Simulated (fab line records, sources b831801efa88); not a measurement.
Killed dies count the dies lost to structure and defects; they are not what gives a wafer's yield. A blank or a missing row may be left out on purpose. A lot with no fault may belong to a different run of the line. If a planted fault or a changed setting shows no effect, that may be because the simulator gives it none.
2 desks looking at one fault    flow gf180mcu    numbers are kept per desk, each desk with only its own; the story behind them comes last

THE METROLOGY DESK
What the gauges read, lot by lot, whatever tool the lot ran on: means of the sampled wafers that have a number. A lot is out of limits, marked OUT, if its mean lies more than 4 standard deviations from the usual mean; the brackets give that distance.
Columns: A = MVPSD_OVL at GF_MVPSD_OVL_MEAS_07, usual -0.2 nm; B = DUAL_GATE_OXIDATION_00_THK at GF_DUAL_GATE_THK_MEAS_03, usual 10.90 nm; C = cd-nm at GF_POLY_GATE_CD_MEAS_10, usual 280.5 nm; D = POLY_GATE_OXIDATION_THK at GF_POLY_GATE_THK_MEAS_17, usual 4.01 nm
lot   first seen here  A     B      C      D
L724  day 4 21:35      -0.8  10.92  281.4  4.05
L725  day 5 07:14      1.6   10.64  279.8  3.99
L727  day 5 15:34      -0.7  10.74  281.5  4.00
L728  day 6 06:01      -2.4  11.13  281.6  4.08
L730  day 6 16:58      -0.1  10.69  280.7  3.84
L732  day 7 03:41      -0.0  10.80  278.3  3.99
L733  day 7 07:25      -0.4  10.66  279.4  3.85
L735  day 7 22:13      -0.3  10.57  281.9  4.11
L736  day 8 01:13      0.0   10.53  280.9  3.92
L737  day 8 06:14      1.3   11.07  279.8  4.02
L743  day 9 19:22      -1.7  11.03  278.0  3.93
L745  day 10 06:34     -0.9  11.08  278.1  4.14
L746  day 10 12:52     -0.8  11.19  278.9  4.04
L747  day 10 19:40     0.8   11.09  281.4  3.96
This desk's finding: nothing out of limits on any of the 14 lots.

FOR THE TOOL OWNER'S DESK: litho-track-04
The tool's own readings at GF_POLY_GATE_PEB_08 (peb time 90 s): means of the sampled wafers that have a number, for each lot that ran on this tool. A lot is out of limits, marked OUT, if its mean lies more than 4 standard deviations from the usual mean; the brackets give that distance.
Columns: A = resist-line-temp-C at GF_POLY_GATE_PEB_08, usual 22.98 C
lot   first seen here  A
L725  day 9 12:32      22.84
L730  day 11 07:40     22.96
L733  day 11 22:49     23.12
L735  day 12 16:16     22.87
L743  day 14 23:37     23.13
L745  day 15 11:41     22.80
L746  day 15 15:47     22.99
This desk's finding: nothing out of limits on any of the 7 lots.

PUT TOGETHER
From the metrology desk's view, nothing was out of limits.
The tool owner's desk saw nothing out of limits.

WHAT THE SIMULATOR HAD INSERTED
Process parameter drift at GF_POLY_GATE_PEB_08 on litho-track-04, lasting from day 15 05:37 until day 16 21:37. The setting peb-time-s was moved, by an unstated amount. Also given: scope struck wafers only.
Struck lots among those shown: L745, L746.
